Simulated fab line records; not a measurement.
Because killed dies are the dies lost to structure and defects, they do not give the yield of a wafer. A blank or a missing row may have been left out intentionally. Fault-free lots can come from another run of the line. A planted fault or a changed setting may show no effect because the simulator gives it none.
Problem report, 8D (eight disciplines) form, completed by code | flow gf180mcu | the parts of the form that need people (team, actions taken, sign-off) are left out

## 1. WHAT WENT WRONG
NWELL_RS at GF_VT_IMPLANT_RS_MEAS_47 reads a mean of 479.9 ohm/sq on 6 wafers of 2 lots; wafers without a fault read 488.2 ohm/sq with a standard deviation of 1.3. Measured from the usual mean, that is -6.4 standard deviations.
The step: measures by four-point-probe.
First seen on wafer L572.3, day 12 08:49, on filmMetro-01. Wafers with a number at this step in the record: 36, from 12 lots. The rule behind "out" and "out of limits": a value lying over 4 standard deviations away from the usual mean. The other wafers with a number count as sound.

## 2. WHAT IT IS, AND WHAT IT ISN'T
question                    | is                         | is not
which readings at this step | NWELL_RS                   | -
which lots                  | L572, L573                 | L555, L556, L558, L560, L561, L562, L564, L576, L577, L578
which wafers of those lots  | all that have a number     | -
read on which gauges        | filmMetro-01, filmMetro-02 | filmMetro-04
when                        | from day 12 08:49          | up to then (21 sound wafers); but 9 sound wafers of L576, L577, L578 came after

## 3. WHAT RULES OUT EACH SUSPECT
Counting: a tool at any process step up to the reading remains a suspect when it ran all the lots that are out and ran no sound lot after the first of those.
- the gauge at GF_VT_IMPLANT_RS_MEAS_47: ruled out. The wafers that are out were read on 2 gauges (filmMetro-01, filmMetro-02).
- implanter-02 at GF_NWELL_IMPLANT_09: kept. Every lot that is out went through it, starting with L572 (day 7 06:43), and after that it ran no sound lot; the last sound lot it ran before then is L564 (day 5 09:04). Out on those wafers are its own readings of doseIonsCm2, faradayCurrentUA.
The count leaves implanter-02 at GF_NWELL_IMPLANT_09.

## 4. THE CAUSE (what the simulator had put in)
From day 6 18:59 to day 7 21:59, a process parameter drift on implanter-02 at GF_NWELL_IMPLANT_09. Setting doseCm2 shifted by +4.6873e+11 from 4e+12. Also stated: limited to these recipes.
After counting, this tool was the only one left.

## 5. SEQUENCE OF EFFECTS, ordered by route
Each row: a reading whose mean over the struck wafers that have a number lies more than 3 standard deviations from the usual. Only readings for which the record gives a usual standard deviation are gone through. hours: the time from each lot's start at the first step in this table that gives one to its start at this step, as a median over the lots. sigmas: the change in usual standard deviations.
hours | step                     | reading          | usual        | on struck wafers | change     | sigmas
0     | GF_NWELL_IMPLANT_09      | doseIonsCm2      | 4.001e+12    | 4.474e+12        | +4.727e+11 | +99 or more
0     | GF_NWELL_IMPLANT_09      | faradayCurrentUA | 22.5         | 25.1             | +2.6       | +6.2
123   | GF_VT_IMPLANT_RS_MEAS_47 | NWELL_RS         | 488.2 ohm/sq | 479.9            | -8.3       | -6.4
It contains these process steps:
- GF_NWELL_IMPLANT_09
At these later measuring or inspecting steps, every struck wafer for which the step has a row has a number for every such reading, and none has moved that far: GF_POLY_GATE_OVL_MEAS_11.

## 6. HOW IT WOULD HAVE BEEN CAUGHT EARLIER
The first out-of-limits reading at a measuring or inspecting step in this record came at day 12 08:49, 134 hours after the fault's start at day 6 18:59.
Tool's own readings at GF_NWELL_IMPLANT_09, doseIonsCm2, faradayCurrentUA: out on all struck wafers the step has rows for; an alarm limit on them would have tripped on the first.
By day 12 08:49, every lot that is out (2) had started GF_NWELL_IMPLANT_09 on implanter-02. Holding the tool at that point would not have protected any of them.
